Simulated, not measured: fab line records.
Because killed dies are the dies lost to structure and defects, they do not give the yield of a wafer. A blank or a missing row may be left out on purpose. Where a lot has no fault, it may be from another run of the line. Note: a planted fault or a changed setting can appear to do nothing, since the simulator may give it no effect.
One fault seen from 2 desks | flow gf180mcu | every desk sees just its own numbers, and what lay behind them comes last

== AT THE METROLOGY DESK ==
What the gauges read, lot by lot, whatever tool the lot ran on: means of the sampled wafers that have a number. Any lot whose mean is over 4 standard deviations away from the usual mean is out of limits and marked OUT; that distance is given in the brackets.
Columns: A = HV_LDD_OVL at GF_HV_LDD_OVL_MEAS_08, usual -0.1 nm; B = cd-nm at GF_HV_LDD_CD_MEAS_19, usual 399.8 nm; C = HV_LDD_01_OVL at GF_HV_LDD_OVL_MEAS_20, usual -0.3 nm; D = HV_LDD_3_TW at GF_HV_LDD_TW_MEAS_38, usual 1429; E = HV_LDD_RS at GF_HV_LDD_RS_MEAS_53, usual 418.7 ohm/sq
lot  | first seen here | A    | B     | C    | D               | E
L609 | day 10 04:45    | -1.8 | 399.2 | 0.7  | 1435            | 420.1
L612 | day 11 04:34    | 1.7  | 396.5 | 1.2  | 1426            | 418.9
L614 | day 11 21:12    | 0.2  | 401.5 | -1.1 | 1423            | 418.5
L615 | day 12 06:42    | 1.3  | 399.3 | -0.0 | 1464            | 418.1
L617 | day 12 15:11    | 0.1  | 398.5 | 0.8  | 1414            | 418.6
L616 | day 12 18:14    | 0.4  | 400.1 | 0.2  | 1507 (+5.5) OUT | 402.7 (-17) OUT
L618 | day 13 09:23    | -0.8 | 398.0 | -1.9 | 1508 (+5.6) OUT | 402.2 (-18) OUT
L624 | day 15 01:28    | -0.0 | 401.4 | 0.4  | 1428            | 419.2
L626 | day 15 16:14    | -0.5 | 398.5 | 0.2  | 1430            | 418.9
L628 | day 16 10:46    | 2.7  | 401.8 | 1.0  | 1425            | 418.3
L629 | day 16 11:40    | 2.7  | 395.6 | -0.2 | 1424            | 418.3
L630 | day 16 18:34    | -1.3 | 400.1 | 2.8  | 1422            | 418.5
L631 | day 17 02:46    | -0.9 | 398.9 | -2.5 | 1424            | 418.3
Per this desk, out of limits: L616, L618; the first was L616, day 14 11:32 (HV_LDD_3_TW at GF_HV_LDD_TW_MEAS_38). L609, L612, L614, L615, L617, L624, L626, L628, L629, L630, L631 stayed within limits.

== TOOL OWNER'S DESK, implanter-02 ==
For each lot that ran on this tool, the mean over its sampled wafers that have a number, from the tool's own readings at GF_HV_LDD_IMPLANT_35. Any lot whose mean is over 4 standard deviations away from the usual mean is out of limits and marked OUT; that distance is given in the brackets.
Columns: A = dose-ions-cm2 at GF_HV_LDD_IMPLANT_35, usual 7.502e+12; B = faraday-current-uA at GF_HV_LDD_IMPLANT_35, usual 42.3; C = tilt-deg at GF_HV_LDD_IMPLANT_35, usual 30.003 degrees
lot  | first seen here | A                           | B              | C
L609 | day 11 18:20    | 7.507e+12                   | 42.8           | 29.996
L614 | day 13 11:50    | 7.502e+12                   | 42.0           | 29.985
L615 | day 13 22:10    | 7.494e+12                   | 42.3           | 30.008
L616 | day 14 11:09    | 1.364e+13 (+99 or more) OUT | 77.8 (+44) OUT | 30.016
L618 | day 15 03:10    | 1.363e+13 (+99 or more) OUT | 78.6 (+45) OUT | 30.000
L626 | day 17 13:46    | 7.509e+12                   | 41.4           | 29.998
L628 | day 18 09:01    | 7.494e+12                   | 42.1           | 30.017
L630 | day 18 17:01    | 7.507e+12                   | 41.7           | 29.976
L631 | day 19 02:43    | 7.509e+12                   | 41.8           | 30.007
This desk's finding: out of limits on L616, L618; first on L616, day 14 11:09 (dose-ions-cm2 at GF_HV_LDD_IMPLANT_35). L609, L614, L615, L626, L628, L630, L631 stayed within limits.

== ALL TOGETHER ==
On L616, L618, at day 14 11:09, an alarm was possible from the tool owner's desk.
The metrology desk could have raised an alarm at day 14 11:32, on L616, L618.
The lots listed all ran GF_HV_LDD_IMPLANT_35 on implanter-02.

== WHAT THE SIMULATOR HAD PUT IN ==
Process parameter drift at GF_HV_LDD_IMPLANT_35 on implanter-02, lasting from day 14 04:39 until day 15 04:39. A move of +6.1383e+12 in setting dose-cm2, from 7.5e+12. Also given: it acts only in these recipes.
Struck lots among those shown: L616, L618.
Delay (hours) between the fault's onset and each desk's first out-of-limits reading: 6 at the tool owner's desk, 7 at the metrology desk.
